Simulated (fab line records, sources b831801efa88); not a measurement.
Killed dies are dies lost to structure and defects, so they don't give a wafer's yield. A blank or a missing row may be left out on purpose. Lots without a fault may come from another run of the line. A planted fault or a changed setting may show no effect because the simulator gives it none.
A struck lot beside a sound one | flow sky130 | 43 steps out of a route of 708
Sound: wafers L215.3, L215.4, L215.6. Struck: wafers L225.3, L225.5, L225.6. The cause comes at the end.
At each step with rows: each side's tool, then ch and its chambers, then its first start. Under that, the readings that differ: sound wafers | struck wafers | difference of the means | sigmas: that difference in standard deviations of wafers without a fault.
alike: readings whose means differ by less than 2 such deviations, and words and numbers that are the same on both sides. not compared: withheld readings, readings that some wafer has no value for, bounds like >300 that may hide the same value, and numbers for which the record gives no deviation and whose values overlap.
The two part at a step that has a row with sigmas, a row that says differs or no value, or rows on one side only. Numbers that don't overlap but have no deviation are shown without sigmas and don't part them. A reading that every wafer of one side lacks parts them only if that side has two wafers or more.

SKY_LDD_HVN_OVL_MEAS_07:
  sound on overlay-01, day 21 06:40; struck on overlay-02, day 25 13:22
  alike: LDD_HVN_OVL
then, 1 step without rows for these wafers: SKY_LDD_HVN_IMPLANT_08.
SKY_LDD_HVN_STRIP_09: strips in O2/N2.
  sound on plasma_asher-03 ch 0,1, day 21 06:52; struck on plasma_asher-03 ch 0,1, day 25 13:34
  reading                      | sound             | struck            | difference | sigmas
  strip_time_to_endpoint_s (s) | 4.106 4.131 4.111 | 4.145 4.138 4.161 | +0.032     | +2
  alike: drypump_motor_current_A, oes_product_au
  not compared: rf_hours_counter_h
SKY_LDD_HVN_TW_MEAS_10:
  sound on film_metro-04, day 21 06:58; struck on film_metro-04, day 25 13:40
  alike: LDD_HVN_TW
then, 7 steps without rows for these wafers: SKY_LDD_HVP_DEHYDRATE_00 (time 60 s); SKY_LDD_HVP_HMDS_01 (prime time 60 s); SKY_LDD_HVP_COAT_02 (resist thk 300 nm); SKY_LDD_HVP_SOFTBAKE_03 (time 60 s); SKY_LDD_HVP_EXPOSE_04 (exposes mask HVPTM, target cd 700 nm); SKY_LDD_HVP_PEB_05; SKY_LDD_HVP_DEVELOP_06 (develop time 60 s).
SKY_LDD_HVP_OVL_MEAS_07:
  sound on overlay-02, day 22 13:19; struck on overlay-01, day 26 18:40
  alike: LDD_HVP_OVL
SKY_LDD_HVP_IMPLANT_08:
  sound on implanter-02 ch 0, day 22 13:23; struck on implanter-04 ch 0, day 26 18:51
SKY_LDD_HVP_STRIP_09: strips in O2/N2.
  sound on plasma_asher-02 ch 0,1, day 22 13:32; struck on plasma_asher-01 ch 0,1, day 26 18:59
  alike: drypump_motor_current_A, oes_product_au, strip_time_to_endpoint_s
  not compared: rf_hours_counter_h
SKY_LDD_HVP_TW_MEAS_10:
  sound on film_metro-02, day 22 13:37; struck on film_metro-03, day 26 19:04
  reading    | sound             | struck            | difference | sigmas
  LDD_HVP_TW | 460.5 460.0 458.3 | 450.1 447.9 450.6 | -10.1      | -4
then, 7 steps without rows for these wafers: SKY_LDD_LDN_DEHYDRATE_00 (time 60 s); SKY_LDD_LDN_HMDS_01 (prime time 60 s); SKY_LDD_LDN_COAT_02 (resist thk 1140 nm); SKY_LDD_LDN_SOFTBAKE_03 (time 60 s); SKY_LDD_LDN_EXPOSE_04 (exposes mask LDNTM, target cd 700 nm); SKY_LDD_LDN_PEB_05; SKY_LDD_LDN_DEVELOP_06 (develop time 60 s).
SKY_LDD_LDN_OVL_MEAS_07:
  sound on overlay-02, day 23 19:01; struck on overlay-02, day 27 23:37
  alike: LDD_LDN_OVL
then, 4 steps without rows for these wafers: SKY_LDD_LDN_IMPLANT_08; SKY_LDD_LDN_IMPLANT_09; SKY_LDD_LDN_IMPLANT_10; SKY_LDD_LDN_IMPLANT_11.
SKY_LDD_LDN_STRIP_12: strips in O2/N2.
  sound on plasma_asher-01 ch 0,1, day 23 19:41; struck on plasma_asher-01 ch 0,1, day 28 00:17
  alike: drypump_motor_current_A, oes_product_au, strip_time_to_endpoint_s
  not compared: rf_hours_counter_h
SKY_LDD_LDN_TW_MEAS_13:
  sound on film_metro-03, day 23 19:46; struck on film_metro-02, day 28 00:22
  alike: LDD_LDN_TW
then, 2 steps without rows for these wafers: SKY_LDD_LDN_CLEAN_14 (cleans in SC1/SC2, time 150 s); SKY_SPACER_CVD_00 (deposits Si3N4 from DCS/NH3, target thk 43.1 nm, time 740 s).
SKY_SPACER_THK_MEAS_01:
  sound on film_metro-02, day 23 21:44; struck on film_metro-01, day 28 01:45
  alike: SPACER_CVD_00_THK
SKY_SPACER_ETCHBACK_02: etches Si3N4 in CH3F/O2, stops on SiO2, time 46.7 s, target depth 45 nm.
  sound on rie_diel-02 ch 1,2, day 23 21:46; struck on rie_diel-04 ch 0,3, day 28 01:47
  alike: drypump_motor_current_A, oes_product_au, throttle_valve_pct
  not compared: rf_hours_counter_h
then, 8 steps without rows for these wafers: SKY_POLY_CUT_DEHYDRATE_00 (time 60 s); SKY_POLY_CUT_HMDS_01 (prime time 60 s); SKY_POLY_CUT_COAT_02 (resist thk 60 nm); SKY_POLY_CUT_COAT_03 (resist thk 450 nm); SKY_POLY_CUT_SOFTBAKE_04 (time 90 s); SKY_POLY_CUT_EXPOSE_05 (exposes mask NPCM, target cd 270 nm); SKY_POLY_CUT_PEB_06; SKY_POLY_CUT_DEVELOP_07 (develop time 60 s).
SKY_POLY_CUT_CD_MEAS_08: target cd 270 nm.
  sound on cd_sem-02, day 25 02:47; struck on cd_sem-01, day 29 06:09
  alike: cd_nm
-- the record jumps here: 20 days lie between the struck wafers' starts before and after (it left off in module POLY_CUT and takes up again in module PAD_OPEN, whose first step shown is number 708 of the route) --
SKY_PAD_OPEN_PROBE_99:
  sound on prober-02, day 46 06:55; struck on prober-01, day 49 06:33
  reading                              | sound             | struck            | difference | sigmas
  model.etest.tip_p_5v.rs_ohm_sq_range | 135.7 105.3 39.51 | 282.4 298.3 288.7 | +196.3     |
  alike: killed_at_M0_to_M3, killed_at_M4_up, killed_at_contacts, killed_at_front_end, killed_at_other, killed_dies, killed_open, killed_short

WHERE THEY PART
First at SKY_LDD_HVN_STRIP_09; last, within this record, at SKY_LDD_HVP_TW_MEAS_10. Later steps at which nothing parts them and some readings are alike: SKY_LDD_LDN_OVL_MEAS_07, SKY_LDD_LDN_STRIP_12, SKY_LDD_LDN_TW_MEAS_13, SKY_SPACER_THK_MEAS_01, SKY_SPACER_ETCHBACK_02, SKY_POLY_CUT_CD_MEAS_08, SKY_PAD_OPEN_PROBE_99.

WHY: what the simulator had put in
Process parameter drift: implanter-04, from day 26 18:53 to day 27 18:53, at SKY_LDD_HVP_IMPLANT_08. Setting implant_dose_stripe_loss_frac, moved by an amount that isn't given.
